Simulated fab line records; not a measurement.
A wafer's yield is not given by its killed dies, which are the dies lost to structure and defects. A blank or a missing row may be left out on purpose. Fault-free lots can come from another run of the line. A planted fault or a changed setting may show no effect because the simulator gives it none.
Which of the tools did it? | flow gf180mcu | 7 lots with 21 wafers sampled at 2 steps, on a route of 602 steps

== WHAT EACH GAUGE READ, for each wafer ==
GF_NWELL_TW_MEAS_11.
lot  | measured    | on            | NWELL_TW
L875 | day 3 22:58 | film_metro-03 | 1547 1547 1544
L879 | day 5 02:37 | film_metro-04 | 1579 1581 1585
L883 | day 6 00:59 | film_metro-03 | 1545 1554 1536
L885 | day 6 10:47 | film_metro-03 | 1546 1541 1548
L887 | day 6 19:52 | film_metro-04 | 1573 1579 1579
L891 | day 7 15:36 | film_metro-03 | 1543 1540 1533
L893 | day 8 05:10 | film_metro-04 | 1572 1570 1573

== WHICH TOOL RAN EACH LOT (tool, then ch and the chambers of the sampled wafers, then the start) ==
lot  | GF_DNWELL_DEVELOP_06
L875 | litho_track-04 ch 0, day 3 09:00
L879 | litho_track-04 ch 0, day 4 12:00
L883 | litho_track-02 ch 0, day 5 10:00
L885 | litho_track-04 ch 0, day 5 19:00
L887 | litho_track-01 ch 0, day 6 03:00
L891 | litho_track-01 ch 0, day 6 23:00
L893 | litho_track-04 ch 0, day 7 13:00
- GF_DNWELL_DEVELOP_06: develop time 61.45 s.

== THE ANSWER, worked out from the rows above alone ==
Rule: what is usual is taken from the lots themselves. The widest of any qualifying gaps counts: lots, ordered by their means at a reading, are off when they make up no more than a third of the lots, leave a main group of 4 or more, and stand apart from it by 3 or more times the standard deviation of that group's means. Not used: any main group whose means are identical at the precision the tables above print for the reading. A lot without any number at a reading at which 4 lots or more have one is off too. All remaining lots with rows at the step are treated as sound.
No lot is off on any of the readings shown, so nothing can be concluded from this.

== WHAT THE SIMULATOR HAD INSERTED ==
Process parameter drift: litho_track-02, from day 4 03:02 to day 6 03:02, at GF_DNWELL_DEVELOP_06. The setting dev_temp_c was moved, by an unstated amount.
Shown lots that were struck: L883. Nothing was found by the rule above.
